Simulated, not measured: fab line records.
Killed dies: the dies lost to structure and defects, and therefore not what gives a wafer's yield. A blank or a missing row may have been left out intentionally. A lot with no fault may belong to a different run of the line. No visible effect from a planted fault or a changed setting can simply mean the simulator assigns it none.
A struck lot beside a sound one + flow sky130 + 44 out of 708 route steps
Sound: these wafers, L268.1, L268.2, L268.3. Struck: wafers L269.1, L269.2, L269.5. The cause comes at the end.
Order at every step that has rows: each side's tool, ch and its chambers, its first start. Under that, the readings that differ: sound wafers + struck wafers + difference of the means + sigmas: that difference in standard deviations of wafers without a fault.
alike: a reading whose means differ by less than 2 such deviations, as well as words and numbers matching on both sides. not compared: withheld readings; readings where some wafer has no value; bounds like >300 that might hide an equal value; numbers whose values overlap and for which the record gives no deviation.
Wherever a step has rows on one side only, a row that says differs or no value, or a row with sigmas, the two part there. Non-overlapping numbers with no deviation appear without sigmas and do not part them. A reading that every wafer of one side lacks parts them only if that side has two wafers or more.

first, 6 steps without rows for these wafers: SKY_LDD_HVP_HMDS_01 (prime time 60 s); SKY_LDD_HVP_COAT_02 (resist thk 300 nm); SKY_LDD_HVP_SOFTBAKE_03 (time 60 s); SKY_LDD_HVP_EXPOSE_04 (exposes mask HVPTM, target cd 700 nm); SKY_LDD_HVP_PEB_05; SKY_LDD_HVP_DEVELOP_06 (develop time 60 s).
SKY_LDD_HVP_OVL_MEAS_07:
  sound on overlay-01 at day 24 00:01; struck on overlay-01 at day 24 11:59
  alike: LDD_HVP_OVL
after that, 1 step had no rows for these wafers: SKY_LDD_HVP_IMPLANT_08.
SKY_LDD_HVP_STRIP_09: strips in O2/N2.
  sound on plasmaAsher-02 ch 0,1, day 24 00:13; struck on plasmaAsher-01 ch 0,1, day 24 12:11
  alike: drypumpMotorCurrentA, oesProductAu, stripTimeToEndpointS
  not compared: rfHoursCounterH
SKY_LDD_HVP_TW_MEAS_10:
  sound on filmMetro-02 at day 24 00:19; struck on filmMetro-04 at day 24 12:17
  alike: LDD_HVP_TW
then, 2 steps without rows for these wafers: SKY_LDD_LDN_DEHYDRATE_00 (time 60 s); SKY_LDD_LDN_HMDS_01 (prime time 60 s).
SKY_LDD_LDN_COAT_02: resist thk 1140 nm.
  sound on lithoTrack-04 ch 0, day 24 14:59; struck on lithoTrack-04, day 25 02:41
  no value came back on the struck wafers for chillPlateTempC (C), dispensePressureKPa (kPa); on the sound wafers chillPlateTempC (C) reads 23.01 23.15 23.12
then, 4 steps without rows for these wafers: SKY_LDD_LDN_SOFTBAKE_03 (time 60 s); SKY_LDD_LDN_EXPOSE_04 (exposes mask LDNTM, target cd 700 nm); SKY_LDD_LDN_PEB_05; SKY_LDD_LDN_DEVELOP_06 (develop time 60 s).
SKY_LDD_LDN_OVL_MEAS_07:
  sound on overlay-02 at day 25 05:31; struck on overlay-02 at day 25 18:17
| reading          | sound        | struck | difference                    | sigmas |
|------------------|--------------|--------|-------------------------------|--------|
| LDD_LDN_OVL (nm) | 0.9 -1.7 0.0 | - - -  | no value on the struck wafers |        |
then, 4 steps without rows for these wafers: SKY_LDD_LDN_IMPLANT_08; SKY_LDD_LDN_IMPLANT_09; SKY_LDD_LDN_IMPLANT_10; SKY_LDD_LDN_IMPLANT_11.
SKY_LDD_LDN_STRIP_12: strips in O2/N2.
  sound on plasmaAsher-02 ch 0,1, day 25 06:08; struck on plasmaAsher-04 ch 0,1, day 25 18:56
  no value came back on the struck wafers for oesProductAu (a.u.), stripTimeToEndpointS (s); on the sound wafers oesProductAu (a.u.) reads 0.720 0.716 0.706
  alike: drypumpMotorCurrentA
  not compared: rfHoursCounterH
SKY_LDD_LDN_TW_MEAS_13:
  sound on filmMetro-01 at day 25 06:14; struck on filmMetro-03 at day 25 19:02
  alike: LDD_LDN_TW
then, 2 steps without rows for these wafers: SKY_LDD_LDN_CLEAN_14 (cleans in SC1/SC2, time 150 s); SKY_SPACER_CVD_00 (deposits Si3N4 from DCS/NH3, target thk 43.1 nm, time 740 s).
SKY_SPACER_THK_MEAS_01:
  sound on filmMetro-02 at day 25 07:34; struck on filmMetro-02 at day 25 20:29
  alike: SPACER_CVD_00_THK
then, 9 steps without rows for these wafers: SKY_SPACER_ETCHBACK_02 (etches Si3N4 in CH3F/O2, stops on SiO2, time 46.7 s, target depth 45 nm); SKY_POLY_CUT_DEHYDRATE_00 (time 60 s); SKY_POLY_CUT_HMDS_01 (prime time 60 s); SKY_POLY_CUT_COAT_02 (resist thk 60 nm); SKY_POLY_CUT_COAT_03 (resist thk 450 nm); SKY_POLY_CUT_SOFTBAKE_04 (time 90 s); SKY_POLY_CUT_EXPOSE_05 (exposes mask NPCM, target cd 270 nm); SKY_POLY_CUT_PEB_06; SKY_POLY_CUT_DEVELOP_07 (develop time 60 s).
SKY_POLY_CUT_CD_MEAS_08: the cd target is 270 nm.
  sound on cdSem-01 at day 26 12:50; struck on cdSem-02 at day 27 01:07
  alike: cdNm
SKY_POLY_CUT_OVL_MEAS_09:
  sound on overlay-02 at day 26 12:58; struck on overlay-01 at day 27 01:14
  alike: POLY_CUT_OVL
SKY_POLY_CUT_ETCH_10: etches BARC in N2/H2, stops on SiO2, time 45.9 s, target depth 60 nm.
  sound on rieDiel-02 ch 1,2,3, day 26 12:59; struck on rieDiel-01 ch 0,2, day 27 01:16
  alike: drypumpMotorCurrentA, oesProductAu, throttleValvePct
  not compared: rfHoursCounterH
SKY_POLY_CUT_ETCH_11: etches Si3N4 in CF4/CH2F2/Ar, stops on poly-Si, time 42.5 s, target depth 60 nm.
  sound on rieDiel-02 ch 1,2,3, day 26 13:02; struck on rieDiel-01 ch 0,2, day 27 01:19
  alike: drypumpMotorCurrentA, oesProductAu, throttleValvePct
  not compared: rfHoursCounterH
SKY_POLY_CUT_STRIP_12: strips in O2/N2.
  sound on plasmaAsher-01 ch 0,1, day 26 13:04; struck on plasmaAsher-01 ch 0,1, day 27 01:21
  alike: drypumpMotorCurrentA, oesProductAu, stripTimeToEndpointS
  not compared: rfHoursCounterH
then, 1 step without rows for these wafers: SKY_SD_P_DEHYDRATE_00 (time 60 s).
-- record jumps: 2 days separate the struck wafers' starts on either side; left off in module SD_P, taken up again in module RES_XHIGH, whose first shown step is the route's number 341 --
SKY_RES_XHIGH_TW_MEAS_09:
  sound on filmMetro-03 at day 28 23:04; struck on filmMetro-02 at day 29 10:47
| reading      | sound          | struck         | difference | sigmas |
|--------------|----------------|----------------|------------|--------|
| RES_XHIGH_TW | 1609 1616 1620 | 1901 1916 1905 | +292       | +24    |
-- record jumps: 18 days separate the struck wafers' starts on either side; left off in module RES_XHIGH, taken up again in module PAD_OPEN, whose first shown step is the route's number 708 --
SKY_PAD_OPEN_PROBE_99:
  sound on prober-01 at day 47 07:15; struck on prober-02 at day 47 20:28
| reading                             | sound             | struck            | difference | sigmas |
|-------------------------------------|-------------------|-------------------|------------|--------|
| model.etest.pfet_01v8.rOnOhmUm      | 2908 2787 2910    | 8636 9172 8382    | +5862      |        |
| model.etest.tip_p_5v.rsOhmSq        | 2852 2845 2837    | 6993 6933 7017    | +4136      |        |
| model.etest.tip_n_5v.rsOhmSq        | 1426 1418 1413    | 1005 1004 1001    | -416       |        |
| model.etest.pfetG5v0d10v5.rOnOhmUm  | 4724 4695 4827    | 4925 4900 4936    | +172       |        |
| model.etest.pfet_01v8.driveUaUm     | 190.7 200 189.2   | 62.07 58.3 64.73  | -131.60    |        |
| model.etest.pfet_01v8_hvt.driveUaUm | 143 150.4 141.3   | 41.12 38.66 42.64 | -104.09    |        |
| model.etest.sramPfetLatch.driveUaUm | 142.3 151.8 143.8 | 41.53 38.09 39.33 | -106.32    |        |
  not compared: model.etest.tip_p_5v.rsOhmSqRange

WHERE THEY PART
Last at SKY_RES_XHIGH_TW_MEAS_09 as far as this record goes, first at SKY_LDD_LDN_COAT_02.

WHY: whatever the simulator had introduced
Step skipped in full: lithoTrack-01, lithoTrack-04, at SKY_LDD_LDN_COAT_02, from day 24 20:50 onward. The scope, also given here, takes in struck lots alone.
